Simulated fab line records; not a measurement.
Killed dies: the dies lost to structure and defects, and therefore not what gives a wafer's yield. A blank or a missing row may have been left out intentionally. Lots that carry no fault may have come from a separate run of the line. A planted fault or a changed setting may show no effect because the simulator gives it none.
fab line records -- flow sfq-line
record: lots: 14, wafers: 42, last-day: 82
route steps=325 shown I2@103 I3@134 M4@158 C5@249
lots with no fault: from the same line, run without faults
start-h: start of the lot's first displayed wafer, in hours after the record's first day -- wait-h: how many hours have passed since the lot's step before this one -- " the same as in the row above -- L1.1+2: a single row standing in for several wafers -- - either no value or no given start -- * or withheld: withheld -- < > ~ a bound
route shown NAME@n: NAME is a module with steps in the file, n the number in the route of the first one -- usual: average and standard deviation across the fault-free wafers -- same: alike in all rows -- chamber/n: place in a boat -- sites: each site's reading -- _std_site: standard deviation across them -- _edge_site: mean of outer sites minus mean of inner sites -- radius-mm: for every site, how far away it sits from the centre of the wafer -- mask NAME#n: copy n -- behind: tool/chamber where the wafer was last shaped -- hold: why the lot went on hold/how many hours it stayed there/how the hold came to an end -- device: transistor that didn't switch, given as n, p or np -- end of line: the route-end tests of the same wafers -- a step with no rows: only its recipe -- killed: dies that structure and defects cost at the first sort, which is not the same as the wafer's yield -- map: per-die view of a wafer (x killed, . not killed, _ where there is no die)
set.NAME: the setting the step ran with; set.NAME@STEP: the setting that earlier step ran with -- model.NAME: the simulator's own value behind a step, which no gauge read
route steps across a sampled set of lots; one table per step, one row per wafer
services: when a tool's chamber went out of use (start-h, in hours from the record's first day, below 0 if earlier), for how many hours, and the reason
== steps ==
step: SFQ_TRILAYER_I2_DEP_PECVD_063
recipe: material: SiO2, temp-c: 150, time-s: 111.11, pressure-torr: 2.4, rf-w: 183.3, precursor: SiH4/N2O, target-thk-nm: 500
usual: heater-power-w: 79/18, throttle-valve-pct: 25.1/1.3
lot.wafer,tool,chamber,start-h,wait-h,heater-power-w,since-wet-clean-h,throttle-valve-pct
L282.1,pecvd-02,1,525.01,0.0,79,1439,25.0
L282.2,pecvd-02,0,525.01,0.0,97,1439,24.2
L282.5,pecvd-02,0,525.01,0.0,99,-,24.0
L283.1,pecvd-03,1,530.56,0.0,76,322,25.0
L283.2,pecvd-03,2,530.56,0.0,52,322,25.2
L283.3,pecvd-03,0,530.56,0.0,95,322,23.8
L284.2,pecvd-01,0,539.71,0.0,69,701,25.1
L284.4,pecvd-01,0,539.71,0.0,70,-,25.2
L284.6,pecvd-01,1,539.71,0.0,66,-,26.6
L285.3,pecvd-03,1,540.91,0.0,80,333,24.7
L285.4,pecvd-03,1,540.91,0.0,80,-,24.9
L285.6,pecvd-03,0,540.91,0.0,94,-,23.7
L287.4,pecvd-01,0,554.53,0.0,70,-,25.2
L287.5,pecvd-01,2,554.53,0.0,106,-,25.6
L287.6,pecvd-01,1,554.53,0.0,68,-,26.5
L288.3,pecvd-02,0,556.89,0.0,94,1471,24.1
L288.4,pecvd-02,1,556.89,0.0,81,-,24.7
L288.6,pecvd-02,2,556.89,0.0,87,-,24.3
L289.2,pecvd-02,2,578.12,0.0,85,0,22.1
L289.3,pecvd-02,1,578.12,0.0,75,0,23.2
L289.6,pecvd-02,2,578.12,0.0,89,-,22.1
L291.4,pecvd-03,2,598.92,0.0,54,-,25.5
L291.5,pecvd-03,1,598.92,0.0,82,-,25.0
L291.6,pecvd-03,0,598.92,0.0,98,-,23.9
L292.1,pecvd-01,2,604.88,0.0,97,766,25.6
L292.3,pecvd-01,0,604.88,0.0,66,766,25.4
L292.6,pecvd-01,1,604.88,0.0,65,-,26.6
L293.2,pecvd-01,0,791.73,0.0,66,953,26.5
L293.5,pecvd-01,1,791.73,0.0,64,-,27.3
L293.6,pecvd-01,0,791.73,0.0,70,-,26.3
L294.1,pecvd-02,0,806.13,0.0,111,228,23.8
L294.3,pecvd-02,1,806.13,0.0,73,228,23.8
L294.4,pecvd-02,0,806.13,0.0,112,-,23.8
L296.2,pecvd-01,2,820.92,0.0,103,982,26.3
L296.4,pecvd-01,1,820.92,0.0,62,-,27.3
L296.5,pecvd-01,2,820.92,0.0,89,-,26.2
L301.1,pecvd-01,2,893.27,0.0,103,1055,26.1
L301.5,pecvd-01,2,893.27,0.0,105,-,26.4
L301.6,pecvd-01,1,893.27,0.0,61,-,27.4
L303.1,pecvd-03,2,895.67,0.0,46,687,26.3
L303.2,pecvd-03,1,895.67,0.0,75,687,25.4
L303.5,pecvd-03,1,895.67,0.0,77,-,26.0
step: SFQ_TRILAYER_I3_CMP_CMP_082
recipe: material: SiO2, down-force-psi: 3, platen-rpm: 60, pad-velocity-m-s: 0.94248
usual: motor-current-A: 10.6/1, time-to-endpoint-s: 215/5.9
lot.wafer,tool,chamber,start-h,wait-h,motor-current-A,time-to-endpoint-s
L282.2,cmp-01,2,835.28,7.1,10.3,207
L282.1,cmp-01,0,836.28,8.1,10.8,213
L282.5,cmp-01,2,837.28,9.1,10.0,211
L283.3,cmp-02,1,842.62,9.7,10.9,206
L283.2,cmp-02,2,842.62,9.7,9.3,204
L283.1,cmp-02,3,842.62,9.7,9.5,202
L284.2,cmp-02,0,848.12,10.4,9.9,208
L284.4,cmp-02,1,848.12,10.4,10.7,214
L284.6,cmp-02,0,850.12,12.3,9.9,218
L285.4,cmp-02,1,854.62,12.0,10.8,222
L285.3,cmp-02,2,854.62,12.0,10.0,216
L285.6,cmp-02,0,856.12,13.5,9.6,225
L287.4,cmp-01,0,871.28,11.7,12.1,223
L287.6,cmp-01,3,872.78,13.2,11.6,220
L287.5,cmp-01,0,872.78,13.2,11.0,218
L288.3,cmp-02,2,875.12,13.1,9.2,213
L288.4,cmp-02,1,876.62,14.6,10.4,220
L288.6,cmp-02,3,877.62,15.6,10.1,212
L289.2,cmp-01,1,879.78,15.4,12.1,219
L289.3,cmp-01,3,880.78,16.4,11.7,214
L289.6,cmp-01,2,882.28,17.9,9.9,220
L291.4,cmp-02,2,884.12,13.9,9.3,219
L291.5,cmp-02,2,886.12,15.9,9.9,218
L291.6,cmp-02,3,886.12,15.9,10.0,221
L292.1,cmp-02,0,888.12,16.7,9.7,210
L292.3,cmp-02,1,888.12,16.7,9.8,207
L292.6,cmp-02,3,889.62,18.2,9.9,207
L293.2,cmp-01,0,891.78,18.0,12.2,211
L293.6,cmp-01,0,893.78,20.0,11.4,216
L293.5,cmp-01,1,893.78,20.0,11.6,221
L294.3,cmp-01,2,1061.73,0.5,10.0,210
L294.4,cmp-01,3,1061.73,0.5,11.2,225
L294.1,cmp-01,0,1061.73,0.5,11.5,213
L296.2,cmp-02,2,1080.16,0.5,8.8,226
L296.4,cmp-02,3,1080.16,0.5,9.6,228
L296.5,cmp-02,1,1081.66,2.0,10.9,225
L301.1,cmp-01,2,1174.23,1.4,9.5,279
L301.6,cmp-01,1,1175.84,3.0,11.8,287
L301.5,cmp-01,2,1175.84,3.0,9.2,285
L303.2,cmp-01,0,1183.15,5.1,11.4,275
L303.1,cmp-01,1,1183.15,5.1,12.3,274
L303.5,cmp-01,0,1185.15,7.1,11.5,281
step: SFQ_TRILAYER_I3_METRO_MEASURE_083
usual: thk-nm: 200.2/1.1
lot.wafer,tool,chamber,start-h,wait-h,thk-nm
L282.1,film-metro-03,-,837.90,0.1,199.7
L282.2,film-metro-03,-,837.90,0.1,199.9
L282.5,film-metro-03,-,837.90,0.1,200.2
L283.1,film-metro-03,-,845.24,0.1,197.9
L283.2,film-metro-03,-,845.24,0.1,197.5
L283.3,film-metro-03,-,845.24,0.1,198.9
L284.2,film-metro-01,-,851.44,0.3,200.5
L284.4,film-metro-01,-,851.44,0.3,199.8
L284.6,film-metro-01,-,851.44,0.3,199.7
L285.3,film-metro-03,-,857.64,0.5,200.6
L285.4,film-metro-03,-,857.64,0.5,199.8
L285.6,film-metro-03,-,857.64,0.5,201.0
L287.4,film-metro-03,-,874.50,0.6,200.8
L287.5,film-metro-03,-,874.50,0.6,201.1
L287.6,film-metro-03,-,874.50,0.6,201.6
L288.3,film-metro-03,-,878.64,0.5,199.2
L288.4,film-metro-03,-,878.64,0.5,199.9
L288.6,film-metro-03,-,878.64,0.5,197.3
L289.2,film-metro-01,-,883.10,0.3,200.7
L289.3,film-metro-01,-,883.10,0.3,201.8
L289.6,film-metro-01,-,883.10,0.3,200.9
L291.4,film-metro-01,-,887.84,0.6,199.7
L291.5,film-metro-01,-,887.84,0.6,199.3
L291.6,film-metro-01,-,887.84,0.6,199.8
L292.1,film-metro-04,-,890.24,0.1,200.3
L292.3,film-metro-04,-,890.24,0.1,199.7
L292.6,film-metro-04,-,890.24,0.1,201.5
L293.2,film-metro-04,-,895.10,0.3,201.4
L293.5,film-metro-04,-,895.10,0.3,200.9
L293.6,film-metro-04,-,895.10,0.3,201.5
L294.1,film-metro-03,-,1064.35,0.1,200.8
L294.3,film-metro-03,-,1064.35,0.1,199.5
L294.4,film-metro-03,-,1064.35,0.1,201.7
L296.2,film-metro-03,-,1082.98,0.3,199.8
L296.4,film-metro-03,-,1082.98,0.3,199.0
L296.5,film-metro-03,-,1082.98,0.3,199.9
L301.1,film-metro-03,-,1177.04,0.1,305.8
L301.5,film-metro-03,-,1177.04,0.1,308.4
L301.6,film-metro-03,-,1177.04,0.1,308.3
L303.1,film-metro-04,-,1186.27,0.1,303.4
L303.2,film-metro-04,-,1186.27,0.1,303.6
L303.5,film-metro-04,-,1186.27,0.1,305.2
step: SFQ_TRILAYER_I3_VIA_ETCH_VIA_ETCH_088
recipe: target: SiO2, stop-on: Nb, mask-material: PR, taper-deg: 20, chemistry: CHF3, target-depth-nm: 260, source-w: 500, bias-w: 80, pressure-mtorr: 30, time-s: withheld
usual: drypump-motor-current-A: 5.8/0.62, oes-product-au: 0.855/0.0052
lot.wafer,tool,chamber,start-h,wait-h,drypump-motor-current-A,oes-product-au
L282.1,rie-diel-03,1,841.43,0.0,6.5,0.847
L282.2,rie-diel-03,0,841.43,0.0,5.1,0.850
L282.5,rie-diel-03,2,841.43,0.0,6.5,0.859
L283.1,rie-diel-04,1,851.10,0.0,6.3,0.846
L283.2,rie-diel-04,0,851.10,0.0,5.5,0.848
L283.3,rie-diel-04,2,851.10,0.0,5.7,0.849
L284.2,rie-diel-04,0,859.44,0.0,5.5,0.851
L284.4,rie-diel-04,2,859.44,0.0,5.7,0.851
L284.6,rie-diel-04,3,859.44,0.0,6.2,0.852
L285.3,rie-diel-03,3,863.04,0.0,5.3,0.856
L285.4,rie-diel-03,0,863.04,0.0,5.1,0.856
L285.6,rie-diel-03,2,863.04,0.0,6.5,0.859
L287.4,rie-diel-03,3,988.78,0.0,5.2,0.857
L287.5,rie-diel-03,1,988.78,0.0,6.5,0.853
L287.6,rie-diel-03,0,988.78,0.0,5.1,0.857
L288.3,rie-diel-02,2,991.18,0.0,5.6,0.852
L288.4,rie-diel-02,3,991.18,0.0,5.8,0.856
L288.6,rie-diel-02,3,991.18,0.0,5.8,0.847
L289.2,rie-diel-02,3,994.78,0.0,5.8,0.861
L289.3,rie-diel-02,1,994.78,0.0,4.8,0.862
L289.6,rie-diel-02,1,994.78,0.0,4.8,0.864
L291.4,rie-diel-03,2,999.50,0.0,6.5,0.849
L291.5,rie-diel-03,1,999.50,0.0,6.5,0.850
L291.6,rie-diel-03,2,999.50,0.0,6.5,0.850
L292.1,rie-diel-02,3,1000.70,0.0,5.8,0.860
L292.3,rie-diel-02,0,1000.70,0.0,6.4,0.856
L292.6,rie-diel-02,1,1000.70,0.0,4.8,0.863
L293.2,rie-diel-03,0,1001.90,0.0,5.1,0.863
L293.5,rie-diel-03,3,1001.90,0.0,5.2,0.857
L293.6,rie-diel-03,0,1001.90,0.0,5.1,0.856
L294.1,rie-diel-03,3,1199.97,0.0,5.2,0.860
L294.3,rie-diel-03,1,1199.97,0.0,6.5,0.856
L294.4,rie-diel-03,2,1199.97,0.0,6.5,0.856
L296.2,rie-diel-03,1,1214.49,0.0,6.5,0.860
L296.4,rie-diel-03,0,1214.49,0.0,5.1,0.854
L296.5,rie-diel-03,2,1214.49,0.0,6.5,0.857
L301.1,rie-diel-03,3,1311.45,0.0,5.2,1.004
L301.5,rie-diel-03,3,1311.45,0.0,5.2,0.984
L301.6,rie-diel-03,0,1311.45,0.0,5.1,0.984
L303.1,rie-diel-02,1,1323.45,0.0,4.8,1.001
L303.2,rie-diel-02,0,1323.45,0.0,6.4,1.004
L303.5,rie-diel-02,2,1323.45,0.0,5.6,1.000
step: SFQ_M4_OVL_MEAS_926
usual: M4_OVL: -2/5.3
lot.wafer,tool,chamber,start-h,wait-h,M4_OVL[nm]
L282.1,overlay-02,-,941.48,0.1,-8
L282.2,overlay-02,-,941.48,0.1,-1
L282.5,overlay-02,-,941.48,0.1,-1
L283.1,overlay-01,-,942.68,0.1,5
L283.2,overlay-01,-,942.68,0.1,-1
L283.3,overlay-01,-,942.68,0.1,6
L284.2,overlay-02,-,943.88,0.1,-2
L284.4,overlay-02,-,943.88,0.1,-5
L284.6,overlay-02,-,943.88,0.1,-1
L285.3,overlay-02,-,977.92,0.1,-3
L285.4,overlay-02,-,977.92,0.1,-5
L285.6,overlay-02,-,977.92,0.1,-4
L287.4,overlay-02,-,992.24,0.1,-11
L287.5,overlay-02,-,992.24,0.1,-4
L287.6,overlay-02,-,992.24,0.1,-7
L288.3,overlay-01,-,994.85,0.1,-5
L288.4,overlay-01,-,994.85,0.1,-3
L288.6,overlay-01,-,994.85,0.1,-1
L289.2,overlay-02,-,998.23,0.1,-3
L289.3,overlay-02,-,998.23,0.1,-5
L289.6,overlay-02,-,998.23,0.1,0
L291.4,overlay-02,-,1004.24,0.1,2
L291.5,overlay-02,-,1004.24,0.1,7
L291.6,overlay-02,-,1004.24,0.1,4
L292.1,overlay-02,-,1005.42,0.1,1
L292.3,overlay-02,-,1005.42,0.1,1
L292.6,overlay-02,-,1005.42,0.1,-1
L293.2,overlay-02,-,1006.63,0.1,1
L293.5,overlay-02,-,1006.63,0.1,-7
L293.6,overlay-02,-,1006.63,0.1,-6
L294.1,overlay-01,-,1203.42,0.1,4
L294.3,overlay-01,-,1203.42,0.1,5
L294.4,overlay-01,-,1203.42,0.1,18
L296.2,overlay-02,-,1217.94,0.1,-10
L296.4,overlay-02,-,1217.94,0.1,-10
L296.5,overlay-02,-,1217.94,0.1,-3
L301.1,overlay-01,-,1319.24,0.1,2
L301.5,overlay-01,-,1319.24,0.1,-1
L301.6,overlay-01,-,1319.24,0.1,3
L303.1,overlay-02,-,1334.84,0.1,-5
L303.2,overlay-02,-,1334.84,0.1,-7
L303.5,overlay-02,-,1334.84,0.1,-4
step: SFQ_TRILAYER_C5_STRIP_STRIP_155
recipe: gas: O2, power-w: 200, platen-temp-c: 40, overash-fraction: 0.65, chemistry: O2, pressure-mtorr: 50
usual: drypump-motor-current-A: 5.7/0.48, oes-product-au: 1.000/0.0083
lot.wafer,tool,chamber,start-h,wait-h,drypump-motor-current-A,oes-product-au,rf-hours-counter-h
L282.1,rie-metal-04,0,1439.84,-,5.3,1.003,68
L282.2,rie-metal-04,0,1439.84,-,5.3,1.013,-
L282.5,rie-metal-04,0,1439.84,-,5.3,0.999,-
L283.1,rie-metal-04,0,1448.24,-,5.2,1.014,70
L283.2,rie-metal-04,0,1448.24,-,5.2,1.010,-
L283.3,rie-metal-04,0,1448.24,-,5.3,1.020,-
L284.2,rie-metal-04,0,1453.24,-,5.2,1.006,-
L284.4,rie-metal-04,0,1453.24,-,5.2,1.008,-
L284.6,rie-metal-04,0,1453.24,-,5.2,1.013,-
L285.3,rie-metal-02,1,1590.41,-,5.6,0.992,-
L285.4,rie-metal-02,0,1590.41,-,6.5,0.997,-
L285.6,rie-metal-02,0,1590.41,-,6.5,1.006,-
L287.4,rie-metal-04,0,1599.66,-,5.2,1.014,-
L287.5,rie-metal-04,0,1599.66,-,5.2,1.008,-
L287.6,rie-metal-04,1,1599.66,-,5.0,0.993,-
L288.3,rie-metal-01,1,1600.86,-,5.5,0.989,-
L288.4,rie-metal-01,0,1600.86,-,6.1,0.993,-
L288.6,rie-metal-01,0,1600.86,-,6.1,0.994,-
L289.2,rie-metal-01,1,1605.46,-,5.5,0.983,31
L289.3,rie-metal-01,1,1605.46,-,5.5,0.995,-
L289.6,rie-metal-01,1,1605.46,-,5.5,0.992,-
L291.4,rie-metal-02,0,1618.08,-,6.5,0.994,-
L291.5,rie-metal-02,1,1618.08,-,5.6,0.997,-
L291.6,rie-metal-02,0,1618.08,-,6.5,1.006,-
L292.1,rie-metal-01,1,1629.88,-,5.5,1.002,35
L292.3,rie-metal-01,1,1629.88,-,5.5,0.991,-
L292.6,rie-metal-01,1,1629.88,-,5.5,0.995,-
L293.2,rie-metal-02,0,1632.28,-,6.4,1.001,82
L293.5,rie-metal-02,0,1632.28,-,6.4,1.005,-
L293.6,rie-metal-02,1,1632.28,-,5.6,1.004,-
L294.1,rie-metal-02,0,1665.89,-,6.4,1.007,89
L294.3,rie-metal-02,0,1665.89,-,6.4,1.001,-
L294.4,rie-metal-02,1,1665.89,-,5.6,0.991,-
L296.2,rie-metal-02,0,1676.37,-,6.4,0.996,90
L296.4,rie-metal-02,0,1676.37,-,6.4,1.002,-
L296.5,rie-metal-02,1,1676.37,-,5.6,0.999,-
L301.1,rie-metal-04,1,1684.73,-,5.0,1.002,25
L301.5,rie-metal-04,1,1684.73,-,5.0,1.008,-
L301.6,rie-metal-04,0,1684.73,-,5.2,1.013,-
L303.1,rie-metal-01,1,1725.33,-,5.5,0.993,52
L303.2,rie-metal-01,0,1725.33,-,6.1,0.995,104
L303.5,rie-metal-01,0,1725.33,-,6.1,0.999,-
== services ==
tool,chamber,start-h,hours,kind
rie-diel-03,3,511.91,13.4,repair
film-metro-03,-,559.96,1.3,pm
film-metro-03,-,600.50,0.6,pm
rie-diel-03,-,608.51,0.4,repair
rie-diel-03,-,616.41,14.6,pm
film-metro-03,-,625.34,0.3,pm
rie-diel-03,2,642.55,2.7,repair
rie-diel-03,1,692.40,2.6,repair
rie-diel-03,-,769.94,2.8,pm
film-metro-03,-,804.96,0.7,pm
rie-diel-03,0,831.82,6.7,repair
rie-diel-03,-,833.68,1.0,repair
film-metro-03,-,846.44,0.4,pm
film-metro-03,-,870.34,2.6,pm
film-metro-03,-,881.10,3.8,pm
rie-diel-03,0,885.47,4.3,repair
film-metro-03,-,924.97,2.1,pm
rie-diel-03,3,930.66,2.7,repair
film-metro-03,-,970.07,7.2,pm
rie-diel-03,3,1026.10,2.2,repair
film-metro-03,-,1049.96,0.4,pm
film-metro-03,-,1069.03,12.6,repair
film-metro-03,-,1090.50,1.0,pm
film-metro-03,-,1115.34,1.5,pm
== key ==
first-sign: step: SFQ_TRILAYER_I3_CMP_CMP_082, reading: time-to-endpoint-s, direction: up, sigmas: 11, usual: *, struck: *
effect: step: SFQ_TRILAYER_I3_METRO_MEASURE_083, reading: thk-nm, direction: up, sigmas: 99+, usual: 200.2, struck: 305.8
effect: step: SFQ_TRILAYER_I3_VIA_ETCH_VIA_ETCH_088, reading: oes-product-au, direction: up, sigmas: 27, usual: 0.855, struck: 0.996
met-at SFQ_TRILAYER_I3_CMP_CMP_082
struck-lots L301,L303
not-acting-at SFQ_TRILAYER_I2_DEP_PECVD_063,SFQ_M4_OVL_MEAS_926,SFQ_TRILAYER_C5_STRIP_STRIP_155
onset-between 1061.73 1174.23
fault: kind: process-parameter-drift, tool: cmp-01, chamber: -, onset-h: 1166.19, steps: SFQ_TRILAYER_I3_CMP_CMP_082, channel: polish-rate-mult, offset: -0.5, shape: step, end-h: 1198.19
